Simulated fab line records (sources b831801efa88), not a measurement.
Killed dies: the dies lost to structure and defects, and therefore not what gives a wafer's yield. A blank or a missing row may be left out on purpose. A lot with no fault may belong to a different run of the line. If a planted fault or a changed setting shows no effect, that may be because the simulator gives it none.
Chamber matching :: flow gf180mcu :: GF_PASSIVATION_ETCH_11 on rie diel-04: 4 sister chambers
The step etches the open film in CF4/O2, stops on TiN, target depth 1800 nm, time 400 s. 14 wafers are shown with their chamber, then 6 later ones without.

## WAFERS, EACH WITH ITS CHAMBER
wafer: L426.2
chamber: 3
drypump motor current A (A): 5.1
throttle valve pct (%): 5.958
oes product au (a.u.): 0.961

wafer: L426.3
chamber: 0
drypump motor current A (A): 6.4
throttle valve pct (%): 5.962
oes product au (a.u.): 0.955

wafer: L426.5
chamber: 2
drypump motor current A (A): 6.7
throttle valve pct (%): 5.961
oes product au (a.u.): 0.960

wafer: L428.1
chamber: 2
drypump motor current A (A): 6.7
throttle valve pct (%): 5.944
oes product au (a.u.): 0.955

wafer: L428.2
chamber: 1
drypump motor current A (A): 5.8
throttle valve pct (%): 5.969
oes product au (a.u.): 0.950

wafer: L428.6
chamber: 2
drypump motor current A (A): 6.7
throttle valve pct (%): 5.972
oes product au (a.u.): 0.964

wafer: L429.1
chamber: 0
drypump motor current A (A): 6.5
throttle valve pct (%): 5.955
oes product au (a.u.): 0.958

wafer: L429.2
chamber: 1
drypump motor current A (A): 5.8
throttle valve pct (%): 5.960
oes product au (a.u.): 0.962

wafer: L429.4
chamber: 2
drypump motor current A (A): 6.7
throttle valve pct (%): 5.971
oes product au (a.u.): 0.959

wafer: L435.5
chamber: 1
drypump motor current A (A): 5.8
throttle valve pct (%): 5.973
oes product au (a.u.): 0.981

wafer: L435.6
chamber: 0
drypump motor current A (A): 6.5
throttle valve pct (%): 5.977
oes product au (a.u.): 0.988

wafer: L436.2
chamber: 1
drypump motor current A (A): 5.8
throttle valve pct (%): 5.943
oes product au (a.u.): 0.986

wafer: L436.4
chamber: 2
drypump motor current A (A): 6.8
throttle valve pct (%): 5.969
oes product au (a.u.): 0.990

wafer: L436.5
chamber: 0
drypump motor current A (A): 6.5
throttle valve pct (%): 5.979
oes product au (a.u.): 0.991

SIGNATURES (means of the wafers above)
reading: drypump motor current A
chamber 0: 6.475
chamber 1: 5.800
chamber 2: 6.720
chamber 3: 5.100
scatter within a chamber: 0.0394

reading: throttle valve pct
chamber 0: 5.96825
chamber 1: 5.96125
chamber 2: 5.96340
chamber 3: 5.95800
scatter within a chamber: 0.0122

reading: oes product au
chamber 0: 0.97300
chamber 1: 0.96975
chamber 2: 0.96560
chamber 3: 0.96100
scatter within a chamber: 0.0165
Rule: for a wafer and a chamber, the distance is found by dividing, reading by reading, the gap between the wafer's reading and the chamber's mean by the reading's scatter, squaring, summing and taking the root. The wafer belongs to the nearest chamber; if the next one is less than 2 further off, it can't be placed. How the scatter is found: for the shown wafers, subtract from each reading the mean of its chamber, square and add these, divide the total by (wafers less chambers), then take the root.

## WAFERS WITH NO CHAMBER GIVEN
wafer: L441.1
drypump motor current A (A): 5.8
throttle valve pct (%): 5.962
oes product au (a.u.): 0.958

wafer: L441.2
drypump motor current A (A): 6.4
throttle valve pct (%): 5.955
oes product au (a.u.): 0.962

wafer: L441.5
drypump motor current A (A): 6.4
throttle valve pct (%): 5.958
oes product au (a.u.): 0.953

wafer: L447.1
drypump motor current A (A): 5.1
throttle valve pct (%): 5.960
oes product au (a.u.): 0.955

wafer: L447.3
drypump motor current A (A): 6.7
throttle valve pct (%): 5.959
oes product au (a.u.): 0.971

wafer: L447.4
drypump motor current A (A): 5.8
throttle valve pct (%): 5.986
oes product au (a.u.): 0.969

## WHICH CHAMBER EACH WENT THROUGH
wafer: L441.1
from the rows above: 1
in truth: 1

wafer: L441.2
from the rows above: 0
in truth: 0

wafer: L441.5
from the rows above: 0
in truth: 0

wafer: L447.1
from the rows above: 3
in truth: 3

wafer: L447.3
from the rows above: 2
in truth: 2

wafer: L447.4
from the rows above: 1
in truth: 1
Correct placement for 6 of the 6. Not placeable from these rows: 0. Placed wrongly: 0.
